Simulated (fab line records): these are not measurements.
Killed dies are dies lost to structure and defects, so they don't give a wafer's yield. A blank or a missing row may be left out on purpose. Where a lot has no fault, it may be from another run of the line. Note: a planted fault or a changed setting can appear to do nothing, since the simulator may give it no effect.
Which tool is to blame? | flow gf180mcu | 12 lots with 36 wafers sampled at 3 steps, on a route of 602 steps

## WHAT THE GAUGES SHOWED, per wafer
GF_TOP_METAL_RS_MEAS_05: a four-point-probe measurement.
lot  | measured     | on            | TOP_METAL_ALCU_RS (ohm/sq)
L380 | day 27 02:09 | film-metro-04 | 0.0312 0.0315 0.0313
L382 | day 27 15:57 | film-metro-01 | 0.0314 0.0314 0.0315
L383 | day 28 09:28 | film-metro-04 | 0.0313 0.0313 0.0311
L384 | day 28 23:21 | film-metro-04 | 0.0313 0.0311 0.0310
L386 | day 29 04:29 | film-metro-01 | 0.0315 0.0318 0.0319
L387 | day 29 05:46 | film-metro-01 | 0.0317 0.0317 0.0316
L390 | day 30 06:11 | film-metro-02 | 0.0314 0.0319 0.0320
L391 | day 30 13:59 | film-metro-04 | 0.0314 0.0313 0.0314
L393 | day 31 07:33 | film-metro-04 | 0.0313 0.0316 0.0317
L395 | day 31 22:59 | film-metro-02 | 0.0311 0.0309 0.0311
L401 | day 33 11:17 | film-metro-02 | 0.0315 0.0312 0.0313
L403 | day 33 14:49 | film-metro-01 | 0.0315 0.0316 0.0315

GF_PASSIVATION_THK_MEAS_01.
lot  | measured     | on            | PASSIVATION_CVD_00_THK (nm)
L380 | day 27 22:57 | film-metro-04 | 992 991 1005
L382 | day 28 12:41 | film-metro-02 | 998 1004 999
L383 | day 29 05:56 | film-metro-02 | 987 998 998
L384 | day 29 18:46 | film-metro-03 | 994 1010 1012
L386 | day 30 00:11 | film-metro-04 | 972 994 1022
L387 | day 30 00:56 | film-metro-04 | 977 984 988
L390 | day 31 00:30 | film-metro-03 | 983 1014 1023
L391 | day 31 08:53 | film-metro-02 | 996 1004 1004
L393 | day 32 01:31 | film-metro-04 | 992 1007 995
L395 | day 32 16:06 | film-metro-03 | 994 1008 995
L401 | day 34 04:27 | film-metro-04 | 1003 1010 1008
L403 | day 34 06:59 | film-metro-04 | 992 992 1005

## EACH LOT AND THE TOOL THAT RAN IT (in order: tool; ch and the chambers of the sampled wafers; start)
lot  | GF_V4_CMP_04
L380 | cmp-02 ch 0,2,3, day 23 05:35
L382 | cmp-01 ch 0,1,3, day 23 22:00
L383 | cmp-02 ch 0,1, day 24 16:50
L384 | cmp-01 ch 0,1, day 24 23:44
L386 | cmp-02 ch 0,1,2, day 25 15:11
L387 | cmp-02 ch 0,2,3, day 25 16:10
L390 | cmp-01 ch 0,1,3, day 26 18:17
L391 | cmp-01 ch 1,2, day 27 04:02
L393 | cmp-02 ch 0,1,2, day 27 23:35
L395 | cmp-01 ch 2,3, day 28 16:35
L401 | cmp-02 ch 0,2, day 30 03:29
L403 | cmp-02 ch 0,1,2, day 30 14:26
- GF_V4_CMP_04: polishes SiO2.

## WHAT THE TOOLS THEMSELVES READ (means of the sampled wafers that have a number; where no wafer has one, the mark that the record gives instead)
GF_V4_CMP_04.
lot  | tool   | motor-current-A (A) | slurry-flow-ml-min | time-to-endpoint-s (s)
L380 | cmp-02 | 12.4                | 149.7              | 81
L382 | cmp-01 | 11.8                | 149.9              | 84
L383 | cmp-02 | 12.9                | 149.5              | 79
L384 | cmp-01 | 11.3                | 149.9              | 83
L386 | cmp-02 | 12.5                | 149.6              | 82
L387 | cmp-02 | 12.8                | 149.8              | 80
L390 | cmp-01 | 11.5                | 150.0              | 87
L391 | cmp-01 | 10.8                | 149.8              | 80
L393 | cmp-02 | 13.1                | 150.0              | 74
L395 | cmp-01 | 11.8                | 149.8              | 86
L401 | cmp-02 | 13.2                | 149.9              | 79
L403 | cmp-02 | 13.2                | 150.0              | 78

## THE ANSWER, worked out from the rows above alone
Rule: the lots themselves supply what counts as usual. Put in order of their means at a reading, lots are off if they are a third of the lots or fewer, leave a main group of 4 or more, and stand apart from it by a gap of 3 or more times the standard deviation of the main group's means; of several such gaps the widest counts. The tables above print the reading to a certain number of digits; a main group whose means all agree to those digits is not used. Also off: a lot with no number at a reading for which 4 or more lots have one. Where the step has rows for the other lots, those lots are counted as sound. Order of review: gauges by route order, followed by the tools' own readings, for which a lot's mean as printed above is used. At the first step where some lot is off, the reading lying furthest off is the one used; lots without a number count as furthest.
Nothing can be told from this: no lot is off at any reading shown.

## WHAT THE SIMULATOR PUT IN
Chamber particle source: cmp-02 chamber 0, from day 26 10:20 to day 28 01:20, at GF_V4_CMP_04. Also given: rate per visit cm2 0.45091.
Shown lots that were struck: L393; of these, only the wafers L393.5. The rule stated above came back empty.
